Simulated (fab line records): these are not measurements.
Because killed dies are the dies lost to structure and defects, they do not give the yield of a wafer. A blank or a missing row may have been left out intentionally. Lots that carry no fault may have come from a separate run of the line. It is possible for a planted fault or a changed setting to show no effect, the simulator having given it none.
fab line records | flow sky130
record: lots: 3 wafers: 9 lastDay: 49
route steps=708 shown LDD_LDN@292 SPACER@304 POLY_CUT@307 SD_P@320 RES_XHIGH@332 SALICIDE@361 PAD_OPEN@708
lots with no fault: from the same line, run without faults
startH: hours from the record's first day to the start of the lot's first wafer shown | waitH: hours since the lot's step before | " unchanged from the row above | L1.1+2: several wafers, shown together as one row | - value missing, or start not given | * or withheld: withheld | < > ~ a bound
route shown NAME@n: names a module that has steps shown in the file, with the first one's number in the route | usual: mean and standard deviation over wafers with no fault | same: alike in all rows | chamber/n: place in a boat | sites: the reading at each site | _std_site: standard deviation across them | _edge_site: outer sites' mean less inner sites' | radiusMm: for every site, how far away it sits from the centre of the wafer | mask NAME#n: copy n | behind: the tool/chamber that last shaped the wafer | hold: reason for holding the lot/hours on hold/outcome of the hold | device: whichever transistor did not switch (one of n, p or np) | end of line: tests run on the same wafers once the route is complete | step lacking rows: just its recipe | killed: at the first sort, the dies lost to defects and structure; wafer yield is something else | map: a wafer's dies, marking killed ones x, the rest . and places with no die _
set.NAME: setting as actually run; set.NAME@STEP: the setting as run at that earlier step | model.NAME: the simulator's own value behind a step, which no gauge read
lots at selected steps of the route; one table per step, one row per wafer
services: from which hour (startH, from the record's first day; less than 0 if before it) a tool's chamber was out of use, for how many hours, and why
== steps ==
step: SKY_LDD_LDN_SOFTBAKE_03
recipe: tempC: 90 timeS: 60 resist: NOVOLAK
step: SKY_LDD_LDN_EXPOSE_04
recipe: maskId: LDNTM na: 0.6 sourceShape: conventional sigmaOuter: 0.6 polarization: unpolarized targetCdNm: 700 doseMj: 140
step: SKY_LDD_LDN_PEB_05
recipe: tempC: withheld timeS: * resist: NOVOLAK
step: SKY_LDD_LDN_DEVELOP_06
recipe: resist: NOVOLAK developer: TMAH developTimeS: 60 devTempC: 23
step: SKY_LDD_LDN_IMPLANT_08
recipe: species: As energyKev: 15 doseCm2: 1.25e+13 tiltDeg: withheld rotationDeg: 23
step: SKY_LDD_LDN_IMPLANT_09
recipe: species: As energyKev: 15 doseCm2: 1.25e+13 tiltDeg: withheld rotationDeg: 113
step: SKY_LDD_LDN_IMPLANT_10
recipe: species: As energyKev: 15 doseCm2: 1.271e+13 tiltDeg: withheld rotationDeg: 203
step: SKY_LDD_LDN_IMPLANT_11
recipe: species: As energyKev: 15 doseCm2: 1.25e+13 tiltDeg: withheld rotationDeg: 293
step: SKY_LDD_LDN_STRIP_12
recipe: chemistry: O2/N2 powerW: 1400 pressureMtorr: 1500 platenTempC: withheld o2FlowSccm: 3000 n2FlowSccm: 300 overashFraction: 0.5
step: SKY_LDD_LDN_CLEAN_14
recipe: chemistry: SC1/SC2 mix: 1:4:20 tempC: 70 timeS: 150 dry: n2Spin
step: SKY_SPACER_CVD_00
recipe: material: Si3N4 precursor: DCS/NH3 targetThkNm: 43.1 tempC: 770 timeS: 740 pressureMtorr: 250
usual: pressureMtorr: 250.1/0.55 spikeTcBottomC: 787/3.6 spikeTcCentreC: 769.9/1.2 spikeTcLowerC: 770.4/1.2 spikeTcTopC: 782.3/1.1 spikeTcUpperC: 771.7/1.5 susceptorTempC: 770.03/0.27 zonePowerLowerPct: 14.20/0.19 zonePowerUpperPct: 11.85/0.14
same: timeS: 740
columns lot.wafer tool chamber startH waitH pressureMtorr spikeTcBottomC spikeTcCentreC spikeTcLowerC spikeTcTopC spikeTcUpperC susceptorTempC zonePowerLowerPct zonePowerUpperPct model.Si3N4_of_SPACER_CVD_00.thkNm
L563.1 lpcvd-02 1 528.41 0.0 249.8 790 770.5 773.4 782.7 772.9 769.93 14.22 11.91 43.43
L563.4 " 1 " " 250.0 791 770.4 771.5 782.4 773.0 770.16 13.81 12.03 43.18
L563.5 " 1 " " 249.8 791 769.1 770.0 782.7 771.4 770.25 14.26 11.82 43.46
L580.1 lpcvd-02 0 678.36 0.0 250.5 768 757.0 754.5 766.4 755.5 755.24 13.30 11.29 31.81
L580.3 " 0 " " 248.9 769 757.2 754.0 765.9 755.4 755.56 13.54 11.42 31.65
L580.5 " 0 " " 249.4 768 756.3 755.5 765.8 756.4 755.16 13.35 11.17 31.7
L582.2 lpcvd-02 1 695.15 0.4 250.6 789 770.2 769.8 783.5 773.3 769.90 14.36 11.97 43.04
L582.4 " 1 " " 250.2 790 769.2 770.4 782.4 772.4 770.38 14.40 12.00 42.71
L582.6 " 1 " " 250.6 789 769.9 772.4 783.6 772.8 769.99 14.46 11.90 43.31
step: SKY_SPACER_THK_MEAS_01
recipe: reads: Si3N4_of_SPACER_CVD_00
usual: SPACER_CVD_00_THK: 42.9/0.38
columns lot.wafer tool chamber startH waitH hold SPACER_CVD_00_THK[nm]
L563.1 filmMetro-01 - 530.22 0.0 - 43.4
L563.4 " - " " - 43.2
L563.5 " - " " - 43.5
L580.1 filmMetro-03 - 680.17 0.0 awaitDispo/0.2h/release 31.8
L580.3 " - " " awaitDispo/0.2h/release 31.7
L580.5 " - " " awaitDispo/0.2h/release 31.7
L580.1 filmMetro-03 - 680.40 0.2 - 31.8
L580.3 " - " " - 31.6
L580.5 " - " " - 31.8
L582.2 filmMetro-02 - 696.36 0.0 - 43.0
L582.4 " - " " - 42.7
L582.6 " - " " - 43.3
step: SKY_SPACER_ETCHBACK_02
recipe: chemistry: CH3F/O2 target: Si3N4 stopOn: SiO2 sourceW: 400 biasW: 80 pressureMtorr: 25 ch3fFlowSccm: 40 O2_flow_sccm: 30 timeS: 46.7 targetDepthA: 450
usual: biasW: 79.99/0.26 drypumpMotorCurrentA: 5.5/0.48 oesProductAu: 0.853/0.0062 throttleValvePct: 10.562/0.0089
same: timeS: 46.7
columns lot.wafer tool chamber startH waitH hold biasW drypumpMotorCurrentA oesProductAu rfHoursCounterH throttleValvePct model.etch.depthNm
L563.1 rieDiel-04 3 530.28 0.1 - 80.62 6.1 0.853 15 10.564 43.43
L563.4 " 2 " " - 79.44 5.0 0.853 14 10.574 43.18
L563.5 " 1 " " - 80.19 5.5 0.859 - 10.560 43.46
L580.1 rieDiel-04 1 691.42 11.0 awaitDispo/11.0h/release 80.09 5.5 0.731 8 10.549 31.81
L580.3 " 2 " " awaitDispo/11.0h/release 79.96 5.0 0.726 17 10.545 31.65
L580.5 " 2 " " awaitDispo/11.0h/release 80.11 5.0 0.724 - 10.550 31.7
L582.2 rieDiel-04 1 696.41 0.0 - 79.77 5.5 0.856 8 10.570 43.04
L582.4 " 3 " " - 80.22 6.1 0.844 18 10.543 42.71
L582.6 " 3 " " - 80.27 6.0 0.860 - 10.580 43.31
step: SKY_POLY_CUT_DEHYDRATE_00
recipe: tempC: 200 timeS: 60
step: SKY_POLY_CUT_HMDS_01
recipe: primeTimeS: 60 primeTempC: 120
step: SKY_POLY_CUT_COAT_02
recipe: resist: BARC tempC: withheld timeS: withheld spinRpm: 3000 resistThkNm: 60
step: SKY_POLY_CUT_COAT_03
recipe: resist: KrF-thick spinRpm: 3000 resistThkNm: 450
step: SKY_POLY_CUT_SOFTBAKE_04
recipe: tempC: 100 timeS: 90 resist: KrF-thick
step: SKY_POLY_CUT_EXPOSE_05
recipe: maskId: NPCM na: 0.8 sourceShape: annular sigmaInner: 0.55 sigmaOuter: 0.85 targetCdNm: 270 doseMj: 32
step: SKY_POLY_CUT_PEB_06
recipe: pebTempC: withheld pebTimeS: withheld resist: KrF-thick
step: SKY_POLY_CUT_DEVELOP_07
recipe: developTimeS: 60 resist: KrF-thick devTempC: 21
step: SKY_POLY_CUT_ETCH_10
recipe: chemistry: N2/H2 target: BARC ionEnergyEv: 200 sourceW: 500 biasW: 100 pressureMtorr: 30 n2FlowSccm: 100 h2FlowSccm: 200 stopOn: SiO2 timeS: 45.9 targetDepthA: 600
step: SKY_POLY_CUT_ETCH_11
recipe: target: Si3N4 chemistry: CF4/CH2F2/Ar stopOn: poly-Si sourceW: 600 biasW: 150 pressureMtorr: 40 cf4FlowSccm: 40 ch2f2FlowSccm: 20 Ar_flow_sccm: 150 timeS: 42.5 targetDepthA: 600
step: SKY_POLY_CUT_STRIP_12
recipe: chemistry: O2/N2 powerW: 1400 pressureMtorr: 1500 platenTempC: withheld o2FlowSccm: 3000 n2FlowSccm: 300 overashFraction: 0.5
step: SKY_SD_P_DEHYDRATE_00
recipe: tempC: 200 timeS: 60
step: SKY_SD_P_HMDS_01
recipe: primeTimeS: 60 primeTempC: 120
step: SKY_SD_P_COAT_02
recipe: resist: NOVOLAK spinRpm: 3000 resistThkNm: 1140
step: SKY_SD_P_SOFTBAKE_03
recipe: tempC: 90 timeS: 60 resist: NOVOLAK
step: SKY_SD_P_EXPOSE_04
recipe: maskId: PSDM na: 0.6 sourceShape: conventional sigmaOuter: 0.6 polarization: unpolarized targetCdNm: 380 doseMj: 138
step: SKY_SD_P_PEB_05
recipe: tempC: withheld timeS: * resist: NOVOLAK
step: SKY_SD_P_DEVELOP_06
recipe: resist: NOVOLAK developer: TMAH developTimeS: 60 devTempC: 23.94
step: SKY_SD_P_IMPLANT_09
recipe: species: BF2 energyKev: 19.89 doseCm2: 3e+15 tiltDeg: 0
step: SKY_SD_P_STRIP_10
recipe: chemistry: O2/N2 powerW: 1400 pressureMtorr: 1500 platenTempC: withheld o2FlowSccm: 3000 n2FlowSccm: 300 overashFraction: 0.5
step: SKY_RES_XHIGH_DEHYDRATE_00
recipe: tempC: 200 timeS: 60
step: SKY_RES_XHIGH_HMDS_01
recipe: primeTimeS: 60 primeTempC: 120
step: SKY_SALICIDE_CLEAN_00
recipe: chemistry: HF-last timeS: 30 dilution: 100:1 dry: ipaMarangoni
same: timeS: 30
columns lot.wafer tool chamber startH waitH model.Si3N4_of_SPACER_CVD_00.thkNm
L563.1 wetBench-03 2 650.02 0.1 42.43
L563.4 " 2 " " 42.19
L563.5 " 2 " " 42.46
L580.1 wetBench-03 2 790.23 0.1 30.84
L580.3 " 2 " " 30.68
L580.5 " 2 " " 30.72
L582.2 wetBench-04 1 805.08 0.1 42.06
L582.4 " 1 " " 41.74
L582.6 " 1 " " 42.34
step: SKY_PAD_OPEN_PROBE_99
usual: killed_at_M0_to_M3: 44/7 killed_at_M4_up: 3.0/1.8 killedAtContacts: 24/4.9 killedAtFrontEnd: 15/5 killedAtOther: 0.2/0.53 killedDies: 87/8.7 killedOpen: 48/6.8 killedShort: 39/5.7
same: grossDies: 492 killedAtBackSide: 0
columns lot.wafer tool chamber startH waitH killed_at_M0_to_M3 killed_at_M4_up killedAtContacts killedAtFrontEnd killedAtOther killedDies killedOpen killedShort model.etest.pfet_01v8.rOnOhmUm model.etest.pfetG5v0d10v5.rOnOhmUm model.etest.nfetG5v0d10v5.rOnOhmUm model.etest.sonosUncharged.rOnOhmUm model.etest.resPdiff.lineOhmUm model.etest.pfet_01v8.driveUaUm model.etest.nfet_01v8_lvt.driveUaUm model.etest.sramNfetPass.driveUaUm
L563.1 prober-02 - 1075.55 0.1 43 4 24 19 0 90 52 38 2763 4678 1849 801.2 1383 203 582 503.5
L563.4 prober-02 - 1075.70 0.2 42 1 30 16 1 90 43 47 2783 4630 1849 804.9 1380 201 584.5 512.5
L563.5 prober-02 - 1075.75 0.2 49 7 25 25 0 106 55 51 2857 4717 1861 819.6 1410 194.1 570.7 497.7
L580.1 prober-01 - 1175.13 0.1 46 1 16 29 1 93 56 37 2510 4628 1823 736.9 1353 228.9 621.1 536.4
L580.3 prober-01 - 1175.23 0.2 39 2 29 16 0 86 47 39 2528 4669 1835 735 1364 227.3 615.9 531.2
L580.5 prober-01 - 1175.33 0.2 50 2 18 16 0 86 53 33 2520 4614 1823 733.9 1369 229.9 604.5 520.4
L582.2 prober-01 - 1186.06 0.1 40 2 22 11 0 75 41 34 2862 4724 1897 806 1352 196.4 590.8 513.6
L582.4 prober-01 - 1186.16 0.2 64 2 21 24 0 111 70 41 2886 4727 1878 798.2 1350 193.8 592 508.6
L582.6 prober-01 - 1186.26 0.2 40 2 24 19 0 85 34 51 2883 4747 1873 811 1400 192.8 592.3 486.9
killed by level:class
L563.1 VIA1:geometricParticle:open=10 CONTACT:geometricParticle:open=8 LI_CONTACT:geometricParticle:open=7 VIA3:geometricParticle:open=7 FIELD_ISO:geometricParticle:short=6 VIA2:geometricParticle:open=6 METAL2:geometricParticle:short=5 POLY_GATE:geometricParticle:open=4
L563.4 VIA1:geometricParticle:open=15 CONTACT:geometricParticle:open=9 CONTACT:geometricParticle:short=7 VIA1:geometricParticle:short=7 LI_CONTACT:geometricParticle:short=6 METAL1:geometricParticle:short=5 POLY_GATE:geometricParticle:short=5 FIELD_ISO:geometricParticle:short=4
L563.5 CONTACT:geometricParticle:open=13 METAL1:geometricParticle:short=10 VIA1:geometricParticle:open=10 METAL2:geometricParticle:short=7 LI_CONTACT:geometricParticle:open=6 VIA1:geometricParticle:short=6 VIA2:geometricParticle:open=6 FIELD_ISO:geometricParticle:short=5
L580.1 VIA1:geometricParticle:open=11 VIA2:geometricParticle:open=9 CONTACT:geometricParticle:open=9 FIELD_ISO:geometricParticle:open=8 POLY_GATE:geometricParticle:open=8 POLY_GATE:geometricParticle:short=6 METAL2:geometricParticle:short=6 METAL1:geometricParticle:short=5
L580.3 LI_CONTACT:geometricParticle:open=12 VIA1:geometricParticle:open=9 VIA3:geometricParticle:open=7 CONTACT:geometricParticle:open=6 FIELD_ISO:geometricParticle:open=5 LOCAL_INTERCONNECT:geometricParticle:short=5 VIA1:geometricParticle:short=5 FIELD_ISO:geometricParticle:short=4
L580.5 VIA1:geometricParticle:open=17 LI_CONTACT:geometricParticle:open=8 VIA2:geometricParticle:open=8 VIA3:geometricParticle:open=5 FIELD_ISO:geometricParticle:open=4 POLY_GATE:geometricParticle:short=4 CONTACT:geometricParticle:short=4 VIA1:geometricParticle:short=4
L582.2 CONTACT:geometricParticle:open=10 LOCAL_INTERCONNECT:geometricParticle:short=7 VIA1:geometricParticle:open=7 VIA3:geometricParticle:open=7 METAL1:geometricParticle:short=5 METAL2:geometricParticle:short=5 METAL3:geometricParticle:short=5 FIELD_ISO:geometricParticle:open=4
L582.4 VIA1:geometricParticle:open=21 CONTACT:geometricParticle:open=12 VIA3:geometricParticle:open=10 VIA2:geometricParticle:open=7 POLY_GATE:geometricParticle:open=7 VIA1:geometricParticle:short=6 METAL2:geometricParticle:short=6 POLY_GATE:geometricParticle:short=5
L582.6 METAL1:geometricParticle:short=9 CONTACT:geometricParticle:short=9 POLY_GATE:geometricParticle:short=8 VIA1:geometricParticle:open=8 CONTACT:geometricParticle:open=7 FIELD_ISO:geometricParticle:open=4 LOCAL_INTERCONNECT:geometricParticle:short=4 VIA1:geometricParticle:short=4
== services ==
columns tool chamber startH hours kind
wetBench-03 - 525.42 5.8 repair
rieDiel-04 3 580.80 5.7 repair
rieDiel-04 1 608.30 4.7 repair
rieDiel-04 1 647.15 1.8 repair
lpcvd-02 - 658.28 6.0 pm
rieDiel-04 3 727.87 2.7 repair
wetBench-04 - 762.71 3.1 repair
rieDiel-04 - 788.30 1.8 repair
== key ==
firstSign: step: SKY_SPACER_CVD_00 reading: susceptorTempC direction: down sigmas: 55 usual: * struck: *
effect: step: SKY_SPACER_CVD_00 reading: spikeTcTopC direction: down sigmas: 15 usual: 782.3 struck: 766.0
effect: step: SKY_SPACER_THK_MEAS_01 reading: visit direction: added
effect: step: SKY_SPACER_THK_MEAS_01 reading: SPACER_CVD_00_THK direction: down sigmas: 29 usual: 42.9 struck: 31.7
effect: step: SKY_SPACER_ETCHBACK_02 reading: oesProductAu direction: down sigmas: 21 usual: 0.853 struck: 0.727
modelEffect: step: SKY_SPACER_CVD_00 value: Si3N4_of_SPACER_CVD_00.thkNm without: 42.44 struck: 31.72
modelEffect: step: SKY_SPACER_ETCHBACK_02 value: etch.depthNm without: 42.44 struck: 31.72
modelEffect: step: SKY_SALICIDE_CLEAN_00 value: Si3N4_of_SPACER_CVD_00.thkNm without: 41.46 struck: 30.75
modelEffect: step: SKY_PAD_OPEN_PROBE_99 value: etest.pfet_01v8.rOnOhmUm without: 2850 struck: 2519
metAt SKY_SPACER_CVD_00
struckWafers L580.1,L580.3,L580.5
testerLeftOut L580
fault: kind: processParameterDrift tool: lpcvd-02 chamber: 0 onsetH: 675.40 steps: SKY_SPACER_CVD_00 channel: tempC offset: * shape: step endH: 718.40 actsIn: * stated: *
testerLeftOut: of these lots the tester's yield and bins aren't shown, on N5 and GAA mostly nor the transistor test; their killed dies are dies lost to structure and defects alone, not to doping, threshold or leakage, so they don't give the yield
